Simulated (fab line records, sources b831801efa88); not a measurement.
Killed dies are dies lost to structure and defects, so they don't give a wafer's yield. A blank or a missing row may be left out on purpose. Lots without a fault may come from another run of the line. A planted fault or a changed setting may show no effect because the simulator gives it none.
A struck lot beside a sound one | flow gf180mcu | 43 steps out of a route of 602
Sound: wafers L409.2, L409.4, L409.6. Struck: wafers L419.1, L419.3, L419.6. The cause comes at the end.
At each step with rows: each side's tool, then ch and its chambers, then its first start. Under that, the readings that differ: sound wafers | struck wafers | difference of the means | sigmas: that difference in standard deviations of wafers without a fault.
alike: readings whose means differ by less than 2 such deviations, and words and numbers that are the same on both sides. not compared: withheld readings, readings that some wafer has no value for, bounds like >300 that may hide the same value, and numbers for which the record gives no deviation and whose values overlap.
The two part at a step that has a row with sigmas, a row that says differs or no value, or rows on one side only. Numbers that don't overlap but have no deviation are shown without sigmas and don't part them. A reading that every wafer of one side lacks parts them only if that side has two wafers or more.

first, 6 steps without rows for these wafers: GF_V2_COAT_08; GF_V2_COAT_09 (resist thk 1000 nm); GF_V2_SOFTBAKE_10 (time 60 s); GF_V2_EXPOSE_11 (exposes mask Via2, target cd 260 nm); GF_V2_PEB_12 (peb time 90 s); GF_V2_DEVELOP_13 (develop time 60 s).
GF_V2_CD_MEAS_14: target cd 260 nm.
  sound on cd_sem-02, day 21 13:32; struck on cd_sem-02, day 25 00:46
  alike: cd_nm
GF_V2_OVL_MEAS_15:
  sound on overlay-01, day 21 13:38; struck on overlay-02, day 25 00:53
  alike: V2_OVL
then, 4 steps without rows for these wafers: GF_V2_ETCH_16 (etches BARC in N2/H2); GF_V2_ETCH_17 (etches SiO2 in C4F8/O2/Ar, stops on TiN, target depth 630 nm); GF_V2_STRIP_18 (strips in O2/N2); GF_V2_STRIP_19 (strips in post etch residue remover, time 1200 s).
GF_V2_CLEAN_20: cleans in DIW.
  sound on wet_bench-02 ch 1, day 21 14:14; struck on wet_bench-04 ch 1, day 25 01:31
GF_V2_SPUTTER_21: material Ti, target thk 15 nm, time 80.02 s.
  sound on pvd_sputter-01, day 21 14:20; struck on pvd_sputter-01, day 25 01:37
  alike: substrate_temp_c, throttle_valve_pct
GF_V2_SPUTTER_22: material TiN, target thk 10 nm, time 40 s.
  sound on pvd_sputter-01, day 21 14:23; struck on pvd_sputter-01, day 25 01:41
  alike: throttle_valve_pct
then, 1 step without rows for these wafers: GF_V2_CVD_23 (deposits W, target thk 350 nm, time 104.94 s).
GF_V2_RS_MEAS_24: measures by four-point-probe.
  sound on film_metro-02, day 21 14:34; struck on film_metro-02, day 25 01:50
  alike: V2_W_RS
GF_V2_THK_MEAS_25: measures by xrf.
  sound on film_metro-02, day 21 14:40; struck on film_metro-02, day 25 01:57
  alike: V2_W_THK
GF_V2_CMP_26: polishes, stops on SiO2, t overpolish 15 s, target thk 0 nm.
  sound on cmp-01 ch 2,3, day 21 14:46; struck on cmp-01 ch 0,1,3, day 25 02:07
  alike: motor_current_A, overpolish_run_s, time_to_endpoint_s
GF_M3_SPUTTER_00: material Ti, target thk 37.5 nm, time 150 s.
  sound on pvd_sputter-03, day 21 15:01; struck on pvd_sputter-04, day 25 02:19
  alike: substrate_temp_c, throttle_valve_pct
then, 4 steps without rows for these wafers: GF_M3_SPUTTER_01 (material TiN, target thk 30 nm, time 25 s); GF_M3_SPUTTER_02 (material AlCu, target thk 450 nm, time 23.9 s); GF_M3_SPUTTER_03 (material Ti, target thk 10 nm, time 6.7 s); GF_M3_SPUTTER_04 (material TiN, target thk 50 nm, time 41.7 s).
GF_M3_RS_MEAS_05: measures by four-point-probe.
  sound on film_metro-03, day 21 15:16; struck on film_metro-02, day 25 02:32
  alike: M3_ALCU_RS
GF_M3_THK_MEAS_06: measures by xrf.
  sound on film_metro-03, day 21 15:22; struck on film_metro-02, day 25 02:39
  alike: M3_ALCU_THK
then, 7 steps without rows for these wafers: GF_M3_DEHYDRATE_07 (time 60 s); GF_M3_HMDS_08 (prime time 60 s); GF_M3_COAT_09 (resist thk 1000 nm); GF_M3_SOFTBAKE_10 (time 60 s); GF_M3_EXPOSE_11 (exposes mask Metal3, target cd 280 nm); GF_M3_PEB_12 (peb time 90 s); GF_M3_DEVELOP_13 (develop time 60 s).
GF_M3_CD_MEAS_14: target cd 280 nm.
  sound on cd_sem-01, day 22 15:02; struck on cd_sem-02, day 26 00:28
  alike: cd_nm
GF_M3_OVL_MEAS_15:
  sound on overlay-02, day 22 15:09; struck on overlay-01, day 26 00:35
  alike: M3_OVL
then, 1 step without rows for these wafers: GF_M3_METAL_ETCH_16 (etches the open film in Cl2/BCl3, stops on SiO2, target depth 750.8 nm, time 125.1 s).
GF_M3_STRIP_17: strips in O2/N2.
  sound on plasma_asher-04 ch 0,1, day 22 15:19; struck on plasma_asher-03 ch 0,1, day 26 00:46
  alike: drypump_motor_current_A, heater_power_w, n2_flow_sccm, oes_product_au, strip_time_to_endpoint_s
  not compared: rf_hours_counter_h
then, 3 steps without rows for these wafers: GF_M3_STRIP_18 (strips in post etch residue remover, time 1200 s); GF_M3_CLEAN_19 (cleans in DIW); GF_V3_CVD_00 (deposits SiO2, target thk 600 nm, time 100 s).
GF_V3_THK_MEAS_01:
  sound on film_metro-04, day 22 15:55; struck on film_metro-03, day 26 01:23
  alike: V3_CVD_00_THK
then, 1 step without rows for these wafers: GF_V3_CVD_02 (deposits SiO2 from TEOS, target thk 850 nm, time 94.851 s).
-- the record jumps here: 7 days lie between the struck wafers' starts before and after (it left off in module V3 and takes up again in module PASSIVATION, whose first step shown is number 602 of the route) --
GF_PASSIVATION_PROBE_99:
  the record has rows for the struck wafers here (prober-02, day 32 22:10) and none for the sound ones

WHERE THEY PART
Only at GF_PASSIVATION_PROBE_99, within this record.

WHY: what the simulator had put in
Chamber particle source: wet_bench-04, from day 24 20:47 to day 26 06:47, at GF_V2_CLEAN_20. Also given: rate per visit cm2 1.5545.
